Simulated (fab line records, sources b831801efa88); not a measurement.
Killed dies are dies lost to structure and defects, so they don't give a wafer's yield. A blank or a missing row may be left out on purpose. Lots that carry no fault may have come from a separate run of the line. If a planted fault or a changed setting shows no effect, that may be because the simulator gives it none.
Chamber matching / flow gf180mcu / cmp-01 running GF_STI_CMP_25: 4 sister chambers
The step polishes, stops on Si3N4, t overpolish 33 s, target thk 524.6 nm. 4 wafers are shown with their chamber, then 7 later ones without.

## EACH WAFER AND ITS CHAMBER
wafer=L304.1; chamber=2; motorCurrentA (A)=12.1
wafer=L305.6; chamber=0; motorCurrentA (A)=12.5
wafer=L306.2; chamber=1; motorCurrentA (A)=9.8
wafer=L306.3; chamber=3; motorCurrentA (A)=10.1

## WAFERS MISSING THEIR CHAMBER
wafer=L306.6; motorCurrentA (A)=11.7
wafer=L307.1; motorCurrentA (A)=11.5
wafer=L307.3; motorCurrentA (A)=10.7
wafer=L307.5; motorCurrentA (A)=11.9
wafer=L321.1; motorCurrentA (A)=10.4
wafer=L321.3; motorCurrentA (A)=12.1
wafer=L321.6; motorCurrentA (A)=9.7

## WHICH CHAMBER EACH WENT THROUGH
wafer=L306.6; from the rows above=can't be placed: 2 or 0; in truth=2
wafer=L307.1; from the rows above=can't be placed: 2 or 0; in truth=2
wafer=L307.3; from the rows above=can't be placed: 3 or 1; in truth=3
wafer=L307.5; from the rows above=can't be placed: 2 or 0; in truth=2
wafer=L321.1; from the rows above=can't be placed: 3 or 1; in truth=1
wafer=L321.3; from the rows above=can't be placed: 2 or 0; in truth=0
wafer=L321.6; from the rows above=can't be placed: 1 or 3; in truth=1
0 of 7 placed correctly. Cannot be placed on the basis of these rows: 7; the candidates contain the true chamber in 7. 0 placed wrongly.
How it was worked out, from the rows above alone: a wafer's distance from a chamber is the root of the sum, over the readings, of the square of ((its reading less the chamber's mean) divided by the reading's scatter). If the next closest chamber is less than 2 further off than the closest, the wafer can't be placed; otherwise it belongs to the closest. Each chamber's mean is taken over the wafers shown for it. The scatter: with one shown wafer a chamber, the root of the mean of the squares of how far each hidden wafer lies from its nearest shown one.
